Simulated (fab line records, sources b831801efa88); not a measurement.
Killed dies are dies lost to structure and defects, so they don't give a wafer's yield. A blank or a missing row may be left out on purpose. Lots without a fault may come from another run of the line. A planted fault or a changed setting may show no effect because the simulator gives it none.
A struck lot beside a sound one | flow sky130 | 21 steps out of a route of 708
Sound: wafers L382.3, L382.4, L382.6. Struck: wafers L384.1, L384.3, L384.4. The cause comes at the end.
At each step with rows: each side's tool, then ch and its chambers, then its first start. Under that, the readings that differ: sound wafers | struck wafers | difference of the means | sigmas: that difference in standard deviations of wafers without a fault.
alike: readings whose means differ by less than 2 such deviations, and words and numbers that are the same on both sides. not compared: withheld readings, readings that some wafer has no value for, bounds like >300 that may hide the same value, and numbers for which the record gives no deviation and whose values overlap.
The two part at a step that has a row with sigmas, a row that says differs or no value, or rows on one side only. Numbers that don't overlap but have no deviation are shown without sigmas and don't part them. A reading that every wafer of one side lacks parts them only if that side has two wafers or more.

first, 3 steps without rows for these wafers: SKY_LDD_P_EXPOSE_04 (exposes mask PSDM, target cd 380 nm); SKY_LDD_P_PEB_05; SKY_LDD_P_DEVELOP_06 (develop time 60 s).
SKY_LDD_P_CD_MEAS_07: target cd 380 nm.
  sound on cd_sem-02, day 21 06:06; struck on cd_sem-02, day 21 23:34
  alike: cd_nm
SKY_LDD_P_OVL_MEAS_08:
  sound on overlay-02, day 21 06:11; struck on overlay-01, day 21 23:41
  alike: LDD_P_OVL
then, 1 step without rows for these wafers: SKY_LDD_P_IMPLANT_09.
SKY_LDD_P_STRIP_10: strips in O2/N2.
  sound on plasma_asher-03 ch 0,1, day 21 06:23; struck on plasma_asher-03 ch 0,1, day 21 23:52
  reading                      | sound             | struck            | difference | sigmas
  strip_time_to_endpoint_s (s) | 14.25 14.25 14.18 | 14.13 14.10 14.06 | -0.13      | -3
  alike: drypump_motor_current_A, oes_product_au
  not compared: rf_hours_counter_h
SKY_LDD_P_TW_MEAS_11:
  sound on film_metro-04, day 21 06:29; struck on film_metro-01, day 21 23:58
  alike: LDD_P_TW
then, 4 steps without rows for these wafers: SKY_LDD_HVN_DEHYDRATE_00 (time 60 s); SKY_LDD_HVN_HMDS_01 (prime time 60 s); SKY_LDD_HVN_COAT_02 (resist thk 300 nm); SKY_LDD_HVN_SOFTBAKE_03 (time 60 s).
SKY_LDD_HVN_EXPOSE_04: exposes mask HVNTM, target cd 700 nm.
  sound on iline_stepper-01 ch 0, day 21 22:46; struck on iline_stepper-02 ch 0, day 22 14:07
  reading | sound                   | struck               | difference | sigmas
  mask    | HVNTM#0 HVNTM#0 HVNTM#0 | PSDM#0 PSDM#0 PSDM#0 | differs    |
  alike: stage_vel_mm_s
then, 2 steps without rows for these wafers: SKY_LDD_HVN_PEB_05; SKY_LDD_HVN_DEVELOP_06 (develop time 60 s).
SKY_LDD_HVN_OVL_MEAS_07:
  sound on overlay-02, day 22 12:43; struck on overlay-02, day 23 05:18
  reading          | sound         | struck | difference                    | sigmas
  LDD_HVN_OVL (nm) | -0.9 0.2 -0.9 | - - -  | no value on the struck wafers |
then, 1 step without rows for these wafers: SKY_LDD_HVN_IMPLANT_08.
SKY_LDD_HVN_STRIP_09: strips in O2/N2.
  sound on plasma_asher-04 ch 0,1, day 22 12:55; struck on plasma_asher-02 ch 0,1, day 23 05:29
  alike: drypump_motor_current_A, oes_product_au, strip_time_to_endpoint_s
  not compared: rf_hours_counter_h
SKY_LDD_HVN_TW_MEAS_10:
  sound on film_metro-03, day 22 13:01; struck on film_metro-03, day 23 05:35
  reading    | sound          | struck   | difference | sigmas
  LDD_HVN_TW | 1445 1458 1450 | 30 30 30 | -1421      | -99 or more
then, 1 step without rows for these wafers: SKY_LDD_HVP_DEHYDRATE_00 (time 60 s).
-- the record jumps here: 25 days lie between the struck wafers' starts before and after (it left off in module LDD_HVP and takes up again in module PAD_OPEN, whose first step shown is number 708 of the route) --
SKY_PAD_OPEN_PROBE_99:
  sound on prober-01, day 47 08:47; struck on prober-01, day 47 19:01
  reading                                | sound                        | struck                        | difference | sigmas
  killed_at_front_end                    | 16 18 10                     | 427 432 417                   | +411       | +93
  killed_dies                            | 98 86 72                     | 492 492 492                   | +407       | +47
  killed_on_rim                          | 21 16 17                     | 96 96 96                      | +78        | +22
  model.etest.pfet_01v8.r_on_ohm_um      | 2888 2865 2849               | 6092 6046 6141                | +3226      |
  model.etest.pfet_g5v0d10v5.r_on_ohm_um | 4685 4664 4698               | 6544 6355 6442                | +1765      |
  model.etest.pfet_16v.r_on_ohm_um       | 1.514e+04 1.49e+04 1.493e+04 | 1.673e+04 1.624e+04 1.648e+04 | +1.493e+03 |
  model.etest.nfet_g5v0d10v5.r_on_ohm_um | 1857 1878 1860               | 2295 2235 2296                | +410       |
  model.etest.pfet_01v8.drive_ua_um      | 191 194.3 196                | 59.02 59.17 58.18             | -134.98    |
  model.etest.pfet_01v8_lvt.drive_ua_um  | 176.4 177.2 176.9            | 70 72.3 70.49                 | -106       |
  model.etest.nfet_g5v0d10v5.drive_ua_um | 613.8 606.9 612.1            | 497.2 513.8 504.6             | -105.7     |
  model.etest.pfet_g5v0d10v5.drive_ua_um | 348.6 348.1 347.6            | 235.6 244.3 241.9             | -107.5     |
  alike: killed_at_M0_to_M3, killed_at_M4_up, killed_at_contacts, killed_at_other, killed_open, killed_short

WHERE THEY PART
First at SKY_LDD_P_STRIP_10; last, within this record, at SKY_PAD_OPEN_PROBE_99.

WHY: what the simulator had put in
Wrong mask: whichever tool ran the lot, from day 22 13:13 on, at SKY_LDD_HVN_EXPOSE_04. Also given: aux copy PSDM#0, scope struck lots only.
